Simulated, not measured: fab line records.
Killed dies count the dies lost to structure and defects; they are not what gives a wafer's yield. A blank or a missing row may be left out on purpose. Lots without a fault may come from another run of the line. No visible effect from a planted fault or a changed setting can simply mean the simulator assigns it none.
fab line records || flow sky130 || part 2 of 2: steps 33 to 40 of 40
record {"lots": 5, "wafers": 15, "last-day": 50}
route steps=708 shown METAL3@534 CAPM@537 VIA3@573
lots with no fault: from the same line, run without faults
start-h: hours from the record's opening day to when the first of the lot's shown wafers began || wait-h: hours from the lot's prior step to this one || " as in the row above || L1.1+2: a row that stands for several wafers || - no value present, or no start provided || * or withheld: withheld || < > ~ a bound
route shown NAME@n: names a module that has steps shown in the file, with the first one's number in the route || usual: mean/standard deviation of fault-free wafers || same: alike in all rows || chamber/n: place in a boat || sites: the reading at each site || _std_site: standard deviation across them || _edge_site: the outer-site mean with the inner-site mean subtracted || radius-mm: for every site, how far away it sits from the centre of the wafer || mask NAME#n: copy n || behind: the tool/chamber that last shaped the wafer || hold: cause of the lot's hold/its duration in hours/its outcome || device: names the non-switching transistor (n, p or np) || end of line: the tests these same wafers got at the end of their route || where a step has no rows: the recipe by itself || killed: count of dies lost to structure and defects at first sort (not the wafer's yield) || map: shows each die of a wafer: x if killed, . if not, _ if none is there
set.NAME: the run value of the setting; set.NAME@STEP: its run value at that earlier step || model.NAME: the simulator's own value behind a step, which no gauge read
certain route steps with their lots: each step a table, each wafer a row
services: the hour from which a tool's chamber was out of use, counted from the record's first day as start-h (under 0 if before that day), plus the number of hours and why
## steps
# step SKY_METAL3_ETCH_16
# recipe {"chemistry": "N2/H2", "target": "BARC", "ion-energy-ev": 200, "bias-w": 100, "pressure-mtorr": 30, "n2-flow-sccm": 100, "h2-flow-sccm": 200, "icp-w": 500, "stop-on": "SiO2", "time-s": 88.2, "target-depth-a": 600}
# usual {"drypump-motor-current-A": "5.81/0.2", "n2-flow-sccm": "100.01/0.29", "oes-product-au": "0.626/0.0046", "rf-fwd-power-W": "496.6/1.9", "throttle-valve-pct": "13.205/0.011"}
{"lot.wafer": "L081.1", "tool": "rie-metal-02", "chamber": 0, "start-h": 950.60, "wait-h": 0.0, "drypump-motor-current-A": 5.73, "n2-flow-sccm": 99.83, "oes-product-au": 0.624, "rf-fwd-power-W": 496.3, "rf-hours-counter-h": 3, "throttle-valve-pct": 13.217}
{"lot.wafer": "L081.3", "tool": "rie-metal-02", "chamber": 0, "start-h": 950.60, "wait-h": 0.0, "drypump-motor-current-A": 5.72, "n2-flow-sccm": 100.35, "oes-product-au": 0.626, "rf-fwd-power-W": 497.8, "rf-hours-counter-h": "-", "throttle-valve-pct": 13.201}
{"lot.wafer": "L081.5", "tool": "rie-metal-02", "chamber": 0, "start-h": 950.60, "wait-h": 0.0, "drypump-motor-current-A": 5.74, "n2-flow-sccm": 100.16, "oes-product-au": 0.628, "rf-fwd-power-W": 499.5, "rf-hours-counter-h": "-", "throttle-valve-pct": 13.209}
{"lot.wafer": "L085.1", "tool": "rie-metal-01", "chamber": 1, "start-h": 977.60, "wait-h": 0.0, "drypump-motor-current-A": 5.76, "n2-flow-sccm": 100.41, "oes-product-au": 0.621, "rf-fwd-power-W": 493.1, "rf-hours-counter-h": 8, "throttle-valve-pct": 13.201}
{"lot.wafer": "L085.2", "tool": "rie-metal-01", "chamber": 0, "start-h": 977.60, "wait-h": 0.0, "drypump-motor-current-A": 5.71, "n2-flow-sccm": 99.99, "oes-product-au": 0.624, "rf-fwd-power-W": 497.1, "rf-hours-counter-h": 10, "throttle-valve-pct": 13.203}
{"lot.wafer": "L085.6", "tool": "rie-metal-01", "chamber": 1, "start-h": 977.60, "wait-h": 0.0, "drypump-motor-current-A": 5.75, "n2-flow-sccm": 100.13, "oes-product-au": 0.617, "rf-fwd-power-W": 494.8, "rf-hours-counter-h": "-", "throttle-valve-pct": 13.203}
{"lot.wafer": "L092.1", "tool": "rie-metal-01", "chamber": 1, "start-h": 1025.89, "wait-h": 0.0, "drypump-motor-current-A": 5.75, "n2-flow-sccm": 100.17, "oes-product-au": 0.621, "rf-fwd-power-W": 496.6, "rf-hours-counter-h": 11, "throttle-valve-pct": 13.184}
{"lot.wafer": "L092.5", "tool": "rie-metal-01", "chamber": 1, "start-h": 1025.89, "wait-h": 0.0, "drypump-motor-current-A": 5.74, "n2-flow-sccm": 99.88, "oes-product-au": 0.629, "rf-fwd-power-W": 497.6, "rf-hours-counter-h": "-", "throttle-valve-pct": 13.209}
{"lot.wafer": "L092.6", "tool": "rie-metal-01", "chamber": 0, "start-h": 1025.89, "wait-h": 0.0, "drypump-motor-current-A": 5.70, "n2-flow-sccm": 99.85, "oes-product-au": 0.626, "rf-fwd-power-W": 494.7, "rf-hours-counter-h": "-", "throttle-valve-pct": 13.205}
{"lot.wafer": "L093.2", "tool": "rie-metal-02", "chamber": 0, "start-h": 1045.15, "wait-h": 0.0, "drypump-motor-current-A": 5.70, "n2-flow-sccm": 100.11, "oes-product-au": 0.622, "rf-fwd-power-W": 498.2, "rf-hours-counter-h": 8, "throttle-valve-pct": 13.189}
{"lot.wafer": "L093.3", "tool": "rie-metal-02", "chamber": 0, "start-h": 1045.15, "wait-h": 0.0, "drypump-motor-current-A": 5.64, "n2-flow-sccm": 100.26, "oes-product-au": 0.630, "rf-fwd-power-W": 497.9, "rf-hours-counter-h": "-", "throttle-valve-pct": 13.217}
{"lot.wafer": "L093.6", "tool": "rie-metal-02", "chamber": 1, "start-h": 1045.15, "wait-h": 0.0, "drypump-motor-current-A": 6.16, "n2-flow-sccm": 100.22, "oes-product-au": 0.622, "rf-fwd-power-W": 497.6, "rf-hours-counter-h": "-", "throttle-valve-pct": 13.204}
{"lot.wafer": "L096.2", "tool": "rie-metal-02", "chamber": 0, "start-h": 1052.50, "wait-h": 0.0, "drypump-motor-current-A": 5.69, "n2-flow-sccm": 100.06, "oes-product-au": 0.626, "rf-fwd-power-W": 499.0, "rf-hours-counter-h": 9, "throttle-valve-pct": 13.204}
{"lot.wafer": "L096.4", "tool": "rie-metal-02", "chamber": 1, "start-h": 1052.50, "wait-h": 0.0, "drypump-motor-current-A": 6.10, "n2-flow-sccm": 99.72, "oes-product-au": 0.628, "rf-fwd-power-W": 496.6, "rf-hours-counter-h": "-", "throttle-valve-pct": 13.210}
{"lot.wafer": "L096.6", "tool": "rie-metal-02", "chamber": 1, "start-h": 1052.50, "wait-h": 0.0, "drypump-motor-current-A": 6.09, "n2-flow-sccm": 99.91, "oes-product-au": 0.624, "rf-fwd-power-W": 497.8, "rf-hours-counter-h": "-", "throttle-valve-pct": 13.206}
# step SKY_METAL3_ETCH_17
# recipe {"target": "SiO2", "stop-on": "TiN", "chemistry": "C4F8/O2/Ar", "source-w": 1500, "bias-w": 1200, "pressure-mtorr": 40, "c4f8-flow-sccm": "withheld", "O2_flow_sccm": 6, "Ar_flow_sccm": 300, "time-s": 3.9, "target-depth-a": 150}
# usual {"oes-product-au": "0.756/0.0072", "rf-fwd-power-W": "1471/7.9"}
{"lot.wafer": "L081.1", "tool": "rie-diel-01", "chamber": 3, "start-h": 950.70, "wait-h": 0.1, "oes-product-au": 0.759, "rf-fwd-power-W": 1476, "rf-hours-counter-h": 0}
{"lot.wafer": "L081.3", "tool": "rie-diel-01", "chamber": 0, "start-h": 950.70, "wait-h": 0.1, "oes-product-au": 0.755, "rf-fwd-power-W": 1472, "rf-hours-counter-h": 9}
{"lot.wafer": "L081.5", "tool": "rie-diel-01", "chamber": 2, "start-h": 950.70, "wait-h": 0.1, "oes-product-au": 0.752, "rf-fwd-power-W": 1472, "rf-hours-counter-h": "-"}
{"lot.wafer": "L085.1", "tool": "rie-diel-02", "chamber": 2, "start-h": 977.70, "wait-h": 0.1, "oes-product-au": 0.761, "rf-fwd-power-W": 1484, "rf-hours-counter-h": 11}
{"lot.wafer": "L085.2", "tool": "rie-diel-02", "chamber": 3, "start-h": 977.70, "wait-h": 0.1, "oes-product-au": 0.752, "rf-fwd-power-W": 1458, "rf-hours-counter-h": 15}
{"lot.wafer": "L085.6", "tool": "rie-diel-02", "chamber": 0, "start-h": 977.70, "wait-h": 0.1, "oes-product-au": 0.770, "rf-fwd-power-W": 1475, "rf-hours-counter-h": "-"}
{"lot.wafer": "L092.1", "tool": "rie-diel-02", "chamber": 2, "start-h": 1025.99, "wait-h": 0.1, "oes-product-au": 0.754, "rf-fwd-power-W": 1479, "rf-hours-counter-h": 13}
{"lot.wafer": "L092.5", "tool": "rie-diel-02", "chamber": 0, "start-h": 1025.99, "wait-h": 0.1, "oes-product-au": 0.758, "rf-fwd-power-W": 1482, "rf-hours-counter-h": "-"}
{"lot.wafer": "L092.6", "tool": "rie-diel-02", "chamber": 3, "start-h": 1025.99, "wait-h": 0.1, "oes-product-au": 0.747, "rf-fwd-power-W": 1457, "rf-hours-counter-h": "-"}
{"lot.wafer": "L093.2", "tool": "rie-diel-01", "chamber": 1, "start-h": 1045.25, "wait-h": 0.1, "oes-product-au": 0.751, "rf-fwd-power-W": 1469, "rf-hours-counter-h": 9}
{"lot.wafer": "L093.3", "tool": "rie-diel-01", "chamber": 3, "start-h": 1045.25, "wait-h": 0.1, "oes-product-au": 0.755, "rf-fwd-power-W": 1476, "rf-hours-counter-h": 4}
{"lot.wafer": "L093.6", "tool": "rie-diel-01", "chamber": 0, "start-h": 1045.25, "wait-h": 0.1, "oes-product-au": 0.768, "rf-fwd-power-W": 1468, "rf-hours-counter-h": "-"}
{"lot.wafer": "L096.2", "tool": "rie-diel-02", "chamber": 2, "start-h": 1052.60, "wait-h": 0.1, "oes-product-au": 0.765, "rf-fwd-power-W": 1485, "rf-hours-counter-h": 14}
{"lot.wafer": "L096.4", "tool": "rie-diel-02", "chamber": 0, "start-h": 1052.60, "wait-h": 0.1, "oes-product-au": 0.759, "rf-fwd-power-W": 1475, "rf-hours-counter-h": 12}
{"lot.wafer": "L096.6", "tool": "rie-diel-02", "chamber": 2, "start-h": 1052.60, "wait-h": 0.1, "oes-product-au": 0.742, "rf-fwd-power-W": 1494, "rf-hours-counter-h": "-"}
# step SKY_METAL3_METAL_ETCH_18
# recipe {"target-depth-a": 8450, "stop-on": "SiO2", "over-etch-frac": 0.3, "time-s": 183.1, "chemistry": "Cl2/BCl3", "resist-sidewall-deg": 88, "pressure-mtorr": 10, "icp-w": 900, "bias-w": 48.5, "Cl2_flow_sccm": 60, "bcl3-flow-sccm": 30}
# usual {"drypump-motor-current-A": "5.84/0.26", "oes-product-au": "0.867/0.0075", "rf-fwd-power-W": "897.6/2.8", "throttle-valve-pct": "22.265/0.0098"}
{"lot.wafer": "L081.1", "tool": "rie-metal-04", "chamber": 0, "start-h": 950.72, "wait-h": 0.0, "drypump-motor-current-A": 6.17, "oes-product-au": 0.861, "rf-fwd-power-W": 897.0, "rf-hours-counter-h": 14, "throttle-valve-pct": 22.269}
{"lot.wafer": "L081.3", "tool": "rie-metal-04", "chamber": 1, "start-h": 950.72, "wait-h": 0.0, "drypump-motor-current-A": 5.53, "oes-product-au": 0.866, "rf-fwd-power-W": 896.3, "rf-hours-counter-h": "-", "throttle-valve-pct": 22.280}
{"lot.wafer": "L081.5", "tool": "rie-metal-04", "chamber": 1, "start-h": 950.72, "wait-h": 0.0, "drypump-motor-current-A": 5.55, "oes-product-au": 0.863, "rf-fwd-power-W": 900.3, "rf-hours-counter-h": "-", "throttle-valve-pct": 22.244}
{"lot.wafer": "L085.1", "tool": "rie-metal-04", "chamber": 1, "start-h": 977.72, "wait-h": 0.0, "drypump-motor-current-A": 5.54, "oes-product-au": 0.873, "rf-fwd-power-W": 897.5, "rf-hours-counter-h": 12, "throttle-valve-pct": 22.262}
{"lot.wafer": "L085.2", "tool": "rie-metal-04", "chamber": 0, "start-h": 977.72, "wait-h": 0.0, "drypump-motor-current-A": 6.17, "oes-product-au": 0.863, "rf-fwd-power-W": 896.4, "rf-hours-counter-h": 16, "throttle-valve-pct": 22.265}
{"lot.wafer": "L085.6", "tool": "rie-metal-04", "chamber": 0, "start-h": 977.72, "wait-h": 0.0, "drypump-motor-current-A": 6.17, "oes-product-au": 0.862, "rf-fwd-power-W": 897.1, "rf-hours-counter-h": "-", "throttle-valve-pct": 22.270}
{"lot.wafer": "L092.1", "tool": "rie-metal-04", "chamber": 0, "start-h": 1026.01, "wait-h": 0.0, "drypump-motor-current-A": 6.17, "oes-product-au": 0.878, "rf-fwd-power-W": 893.0, "rf-hours-counter-h": 18, "throttle-valve-pct": 22.270}
{"lot.wafer": "L092.5", "tool": "rie-metal-04", "chamber": 1, "start-h": 1026.01, "wait-h": 0.0, "drypump-motor-current-A": 5.55, "oes-product-au": 0.870, "rf-fwd-power-W": 906.3, "rf-hours-counter-h": "-", "throttle-valve-pct": 22.265}
{"lot.wafer": "L092.6", "tool": "rie-metal-04", "chamber": 0, "start-h": 1026.01, "wait-h": 0.0, "drypump-motor-current-A": 6.17, "oes-product-au": 0.868, "rf-fwd-power-W": 899.1, "rf-hours-counter-h": "-", "throttle-valve-pct": 22.266}
{"lot.wafer": "L093.2", "tool": "rie-metal-04", "chamber": 1, "start-h": 1045.27, "wait-h": 0.0, "drypump-motor-current-A": 5.55, "oes-product-au": 0.863, "rf-fwd-power-W": 898.9, "rf-hours-counter-h": 17, "throttle-valve-pct": 22.265}
{"lot.wafer": "L093.3", "tool": "rie-metal-04", "chamber": 1, "start-h": 1045.27, "wait-h": 0.0, "drypump-motor-current-A": 5.57, "oes-product-au": 0.864, "rf-fwd-power-W": 898.9, "rf-hours-counter-h": "-", "throttle-valve-pct": 22.248}
{"lot.wafer": "L093.6", "tool": "rie-metal-04", "chamber": 0, "start-h": 1045.27, "wait-h": 0.0, "drypump-motor-current-A": 6.16, "oes-product-au": 0.860, "rf-fwd-power-W": 896.0, "rf-hours-counter-h": "-", "throttle-valve-pct": 22.243}
{"lot.wafer": "L096.2", "tool": "rie-metal-04", "chamber": 1, "start-h": 1052.62, "wait-h": 0.0, "drypump-motor-current-A": 5.54, "oes-product-au": 0.866, "rf-fwd-power-W": 899.8, "rf-hours-counter-h": 18, "throttle-valve-pct": 22.245}
{"lot.wafer": "L096.4", "tool": "rie-metal-04", "chamber": 0, "start-h": 1052.62, "wait-h": 0.0, "drypump-motor-current-A": 6.17, "oes-product-au": 0.870, "rf-fwd-power-W": 897.6, "rf-hours-counter-h": "-", "throttle-valve-pct": 22.256}
{"lot.wafer": "L096.6", "tool": "rie-metal-04", "chamber": 0, "start-h": 1052.62, "wait-h": 0.0, "drypump-motor-current-A": 6.16, "oes-product-au": 0.861, "rf-fwd-power-W": 897.9, "rf-hours-counter-h": "-", "throttle-valve-pct": 22.272}
# step SKY_METAL3_STRIP_19
# recipe {"chemistry": "O2/N2", "power-w": 1400, "pressure-mtorr": 1500, "platen-temp-c": "withheld", "o2-flow-sccm": 3000, "n2-flow-sccm": 300, "overash-fraction": 0.5}
# usual {"drypump-motor-current-A": "5.7/0.6", "n2-flow-sccm": "300.2/0.88", "o2-flow-sccm": "3001/9.2", "oes-product-au": "0.504/0.0053", "strip-time-to-endpoint-s": "6.58/0.074"}
{"lot.wafer": "L081.1", "tool": "plasma-asher-01", "chamber": 0, "start-h": 950.90, "wait-h": 0.1, "drypump-motor-current-A": 5.7, "n2-flow-sccm": 300.8, "o2-flow-sccm": 2983, "oes-product-au": 0.509, "rf-hours-counter-h": 52, "strip-time-to-endpoint-s": 6.75}
{"lot.wafer": "L081.3", "tool": "plasma-asher-01", "chamber": 1, "start-h": 950.90, "wait-h": 0.1, "drypump-motor-current-A": 4.9, "n2-flow-sccm": 300.4, "o2-flow-sccm": 3001, "oes-product-au": 0.514, "rf-hours-counter-h": "-", "strip-time-to-endpoint-s": 6.67}
{"lot.wafer": "L081.5", "tool": "plasma-asher-01", "chamber": 1, "start-h": 950.90, "wait-h": 0.1, "drypump-motor-current-A": 4.9, "n2-flow-sccm": 301.6, "o2-flow-sccm": 3004, "oes-product-au": 0.506, "rf-hours-counter-h": "-", "strip-time-to-endpoint-s": 6.67}
{"lot.wafer": "L085.1", "tool": "plasma-asher-03", "chamber": 0, "start-h": 977.90, "wait-h": 0.1, "drypump-motor-current-A": 6.1, "n2-flow-sccm": 301.3, "o2-flow-sccm": 2992, "oes-product-au": 0.499, "rf-hours-counter-h": 80, "strip-time-to-endpoint-s": 6.60}
{"lot.wafer": "L085.2", "tool": "plasma-asher-03", "chamber": 1, "start-h": 977.90, "wait-h": 0.1, "drypump-motor-current-A": 5.1, "n2-flow-sccm": 301.5, "o2-flow-sccm": 3006, "oes-product-au": 0.507, "rf-hours-counter-h": 80, "strip-time-to-endpoint-s": 6.63}
{"lot.wafer": "L085.6", "tool": "plasma-asher-03", "chamber": 1, "start-h": 977.90, "wait-h": 0.1, "drypump-motor-current-A": 5.1, "n2-flow-sccm": 301.2, "o2-flow-sccm": 2988, "oes-product-au": 0.505, "rf-hours-counter-h": "-", "strip-time-to-endpoint-s": 6.60}
{"lot.wafer": "L092.1", "tool": "plasma-asher-03", "chamber": 0, "start-h": 1026.19, "wait-h": 0.1, "drypump-motor-current-A": 6.1, "n2-flow-sccm": 300.9, "o2-flow-sccm": 2995, "oes-product-au": 0.510, "rf-hours-counter-h": 85, "strip-time-to-endpoint-s": 6.61}
{"lot.wafer": "L092.5", "tool": "plasma-asher-03", "chamber": 0, "start-h": 1026.19, "wait-h": 0.1, "drypump-motor-current-A": 6.1, "n2-flow-sccm": 300.8, "o2-flow-sccm": 2988, "oes-product-au": 0.509, "rf-hours-counter-h": "-", "strip-time-to-endpoint-s": 6.57}
{"lot.wafer": "L092.6", "tool": "plasma-asher-03", "chamber": 1, "start-h": 1026.19, "wait-h": 0.1, "drypump-motor-current-A": 5.1, "n2-flow-sccm": 300.3, "o2-flow-sccm": 3007, "oes-product-au": 0.506, "rf-hours-counter-h": "-", "strip-time-to-endpoint-s": 6.62}
{"lot.wafer": "L093.2", "tool": "plasma-asher-01", "chamber": 1, "start-h": 1045.45, "wait-h": 0.1, "drypump-motor-current-A": 5.0, "n2-flow-sccm": 301.0, "o2-flow-sccm": 2993, "oes-product-au": 0.511, "rf-hours-counter-h": 61, "strip-time-to-endpoint-s": 6.63}
{"lot.wafer": "L093.3", "tool": "plasma-asher-01", "chamber": 0, "start-h": 1045.45, "wait-h": 0.1, "drypump-motor-current-A": 5.7, "n2-flow-sccm": 299.2, "o2-flow-sccm": 3008, "oes-product-au": 0.508, "rf-hours-counter-h": "-", "strip-time-to-endpoint-s": 6.66}
{"lot.wafer": "L093.6", "tool": "plasma-asher-01", "chamber": 1, "start-h": 1045.45, "wait-h": 0.1, "drypump-motor-current-A": 4.9, "n2-flow-sccm": 298.5, "o2-flow-sccm": 2988, "oes-product-au": 0.510, "rf-hours-counter-h": "-", "strip-time-to-endpoint-s": 6.74}
{"lot.wafer": "L096.2", "tool": "plasma-asher-03", "chamber": 1, "start-h": 1052.80, "wait-h": 0.1, "drypump-motor-current-A": 5.1, "n2-flow-sccm": 300.5, "o2-flow-sccm": 3009, "oes-product-au": 0.508, "rf-hours-counter-h": 87, "strip-time-to-endpoint-s": 6.60}
{"lot.wafer": "L096.4", "tool": "plasma-asher-03", "chamber": 1, "start-h": 1052.80, "wait-h": 0.1, "drypump-motor-current-A": 5.1, "n2-flow-sccm": 301.1, "o2-flow-sccm": 2991, "oes-product-au": 0.506, "rf-hours-counter-h": "-", "strip-time-to-endpoint-s": 6.75}
{"lot.wafer": "L096.6", "tool": "plasma-asher-03", "chamber": 0, "start-h": 1052.80, "wait-h": 0.1, "drypump-motor-current-A": 6.1, "n2-flow-sccm": 299.5, "o2-flow-sccm": 2998, "oes-product-au": 0.514, "rf-hours-counter-h": "-", "strip-time-to-endpoint-s": 6.71}
# step SKY_METAL3_STRIP_20
# recipe {"chemistry": "post-etch-residue-remover", "time-s": 1200, "temp-c": 72.5}
{"lot.wafer": "L081.1+3+5", "tool": "wet-bench-01", "chamber": 3, "start-h": 951.00, "wait-h": 0.1}
{"lot.wafer": "L085.1+2+6", "tool": "wet-bench-01", "chamber": 0, "start-h": 978.00, "wait-h": 0.1}
{"lot.wafer": "L092.1+5+6", "tool": "wet-bench-01", "chamber": 3, "start-h": 1026.29, "wait-h": 0.1}
{"lot.wafer": "L093.2+3+6", "tool": "wet-bench-03", "chamber": 2, "start-h": 1045.55, "wait-h": 0.1}
{"lot.wafer": "L096.2+4+6", "tool": "wet-bench-01", "chamber": 2, "start-h": 1052.90, "wait-h": 0.1}
# step SKY_METAL3_CLEAN_21
# recipe {"chemistry": "IPA", "time-s": 180, "temp-c": 25}
{"lot.wafer": "L081.1+3+5", "tool": "wet-bench-02", "chamber": 1, "start-h": 951.34, "wait-h": 0.0}
{"lot.wafer": "L085.1+2+6", "tool": "wet-bench-02", "chamber": 3, "start-h": 978.34, "wait-h": 0.0}
{"lot.wafer": "L092.1+5+6", "tool": "wet-bench-01", "chamber": 3, "start-h": 1026.66, "wait-h": 0.0}
{"lot.wafer": "L093.2+3+6", "tool": "wet-bench-02", "chamber": 0, "start-h": 1045.92, "wait-h": 0.0}
{"lot.wafer": "L096.2+4+6", "tool": "wet-bench-02", "chamber": 2, "start-h": 1053.24, "wait-h": 0.0}
# step SKY_METAL3_CLEAN_22
# recipe {"chemistry": "O3/DIW", "dry": "n2-spin"}
{"lot.wafer": "L081.1+3+5", "tool": "wet-bench-03", "chamber": 2, "start-h": 951.40, "wait-h": 0.0}
{"lot.wafer": "L085.1+2+6", "tool": "wet-bench-01", "chamber": 0, "start-h": 978.40, "wait-h": 0.0}
{"lot.wafer": "L092.1+5+6", "tool": "wet-bench-01", "chamber": 2, "start-h": 1026.72, "wait-h": 0.0}
{"lot.wafer": "L093.2+3+6", "tool": "wet-bench-03", "chamber": 1, "start-h": 1045.98, "wait-h": 0.0}
{"lot.wafer": "L096.2+4+6", "tool": "wet-bench-01", "chamber": 3, "start-h": 1053.30, "wait-h": 0.0}
# step SKY_VIA3_HDPCVD_00
# recipe {"material": "SiO2", "target-thk-nm": 1635, "sigma-open-frac": 0.3, "time-s": 272.5, "temp-c": 400, "sih4-flow-sccm": 60, "pressure-mtorr": 6}
# usual {"pressure-mtorr": "6.000/0.011", "sih4-flow-sccm": "60.01/0.18"}
{"lot.wafer": "L081.1", "tool": "hdpcvd-01", "chamber": 2, "start-h": 951.49, "wait-h": 0.0, "pressure-mtorr": 5.997, "sih4-flow-sccm": 60.20}
{"lot.wafer": "L081.3", "tool": "hdpcvd-01", "chamber": 1, "start-h": 951.49, "wait-h": 0.0, "pressure-mtorr": 5.997, "sih4-flow-sccm": 59.99}
{"lot.wafer": "L081.5", "tool": "hdpcvd-01", "chamber": 1, "start-h": 951.49, "wait-h": 0.0, "pressure-mtorr": 5.992, "sih4-flow-sccm": 60.07}
{"lot.wafer": "L085.1", "tool": "hdpcvd-02", "chamber": 1, "start-h": 978.49, "wait-h": 0.0, "pressure-mtorr": 5.987, "sih4-flow-sccm": 59.88}
{"lot.wafer": "L085.2", "tool": "hdpcvd-02", "chamber": 0, "start-h": 978.49, "wait-h": 0.0, "pressure-mtorr": 5.994, "sih4-flow-sccm": 60.12}
{"lot.wafer": "L085.6", "tool": "hdpcvd-02", "chamber": 2, "start-h": 978.49, "wait-h": 0.0, "pressure-mtorr": 6.001, "sih4-flow-sccm": 59.76}
{"lot.wafer": "L092.1", "tool": "hdpcvd-01", "chamber": 1, "start-h": 1026.82, "wait-h": 0.0, "pressure-mtorr": 5.992, "sih4-flow-sccm": 60.15}
{"lot.wafer": "L092.5", "tool": "hdpcvd-01", "chamber": 0, "start-h": 1026.82, "wait-h": 0.0, "pressure-mtorr": 6.003, "sih4-flow-sccm": 59.85}
{"lot.wafer": "L092.6", "tool": "hdpcvd-01", "chamber": 1, "start-h": 1026.82, "wait-h": 0.0, "pressure-mtorr": 5.980, "sih4-flow-sccm": 60.20}
{"lot.wafer": "L093.2", "tool": "hdpcvd-01", "chamber": 2, "start-h": 1046.08, "wait-h": 0.0, "pressure-mtorr": 6.005, "sih4-flow-sccm": 59.94}
{"lot.wafer": "L093.3", "tool": "hdpcvd-01", "chamber": 0, "start-h": 1046.08, "wait-h": 0.0, "pressure-mtorr": 5.989, "sih4-flow-sccm": 60.11}
{"lot.wafer": "L093.6", "tool": "hdpcvd-01", "chamber": 0, "start-h": 1046.08, "wait-h": 0.0, "pressure-mtorr": 6.013, "sih4-flow-sccm": 60.29}
{"lot.wafer": "L096.2", "tool": "hdpcvd-01", "chamber": 1, "start-h": 1053.39, "wait-h": 0.0, "pressure-mtorr": 5.994, "sih4-flow-sccm": 60.01}
{"lot.wafer": "L096.4", "tool": "hdpcvd-01", "chamber": 1, "start-h": 1053.39, "wait-h": 0.0, "pressure-mtorr": 6.012, "sih4-flow-sccm": 60.29}
{"lot.wafer": "L096.6", "tool": "hdpcvd-01", "chamber": 1, "start-h": 1053.39, "wait-h": 0.0, "pressure-mtorr": 5.998, "sih4-flow-sccm": 59.85}
## services
{"tool": "wet-bench-04", "chamber": "-", "start-h": 879.12, "hours": 1.9, "kind": "pm"}
{"tool": "krf-scanner-02", "chamber": "-", "start-h": 880.50, "hours": 1.3, "kind": "pm"}
{"tool": "pvd-sputter-01", "chamber": "-", "start-h": 880.90, "hours": 1.8, "kind": "repair"}
{"tool": "pvd-sputter-04", "chamber": "-", "start-h": 885.90, "hours": 6.6, "kind": "repair"}
{"tool": "pecvd-01", "chamber": 1, "start-h": 889.44, "hours": 13.9, "kind": "repair"}
{"tool": "pvd-sputter-01", "chamber": "-", "start-h": 893.30, "hours": 2.2, "kind": "repair"}
{"tool": "krf-scanner-02", "chamber": "-", "start-h": 896.64, "hours": 1.0, "kind": "pm"}
{"tool": "rie-metal-01", "chamber": "-", "start-h": 899.43, "hours": 1.2, "kind": "repair"}
{"tool": "plasma-asher-03", "chamber": "-", "start-h": 899.60, "hours": 15.6, "kind": "pm"}
{"tool": "rie-diel-02", "chamber": 2, "start-h": 903.09, "hours": 1.9, "kind": "repair"}
{"tool": "krf-scanner-02", "chamber": "-", "start-h": 915.02, "hours": 0.2, "kind": "repair"}
{"tool": "rie-metal-01", "chamber": "-", "start-h": 923.78, "hours": 1.2, "kind": "repair"}
{"tool": "iline-stepper-02", "chamber": "-", "start-h": 928.03, "hours": 2.1, "kind": "pm"}
{"tool": "rie-metal-02", "chamber": "-", "start-h": 929.75, "hours": 0.3, "kind": "repair"}
{"tool": "rie-metal-02", "chamber": 1, "start-h": 929.97, "hours": 4.8, "kind": "repair"}
{"tool": "pvd-sputter-04", "chamber": "-", "start-h": 964.62, "hours": 3.7, "kind": "repair"}
{"tool": "rie-metal-04", "chamber": "-", "start-h": 981.72, "hours": 2.8, "kind": "pm"}
{"tool": "rie-metal-04", "chamber": 0, "start-h": 990.01, "hours": 12.4, "kind": "repair"}
{"tool": "pvd-sputter-04", "chamber": "-", "start-h": 1014.41, "hours": 4.7, "kind": "repair"}
{"tool": "iline-stepper-02", "chamber": "-", "start-h": 1015.88, "hours": 1.7, "kind": "pm"}
{"tool": "wet-bench-02", "chamber": "-", "start-h": 1016.85, "hours": 0.6, "kind": "repair"}
{"tool": "pvd-sputter-01", "chamber": "-", "start-h": 1029.06, "hours": 4.6, "kind": "repair"}
{"tool": "hdpcvd-01", "chamber": 0, "start-h": 1049.93, "hours": 3.7, "kind": "repair"}
{"tool": "pvd-sputter-01", "chamber": "-", "start-h": 1051.12, "hours": 1.1, "kind": "repair"}
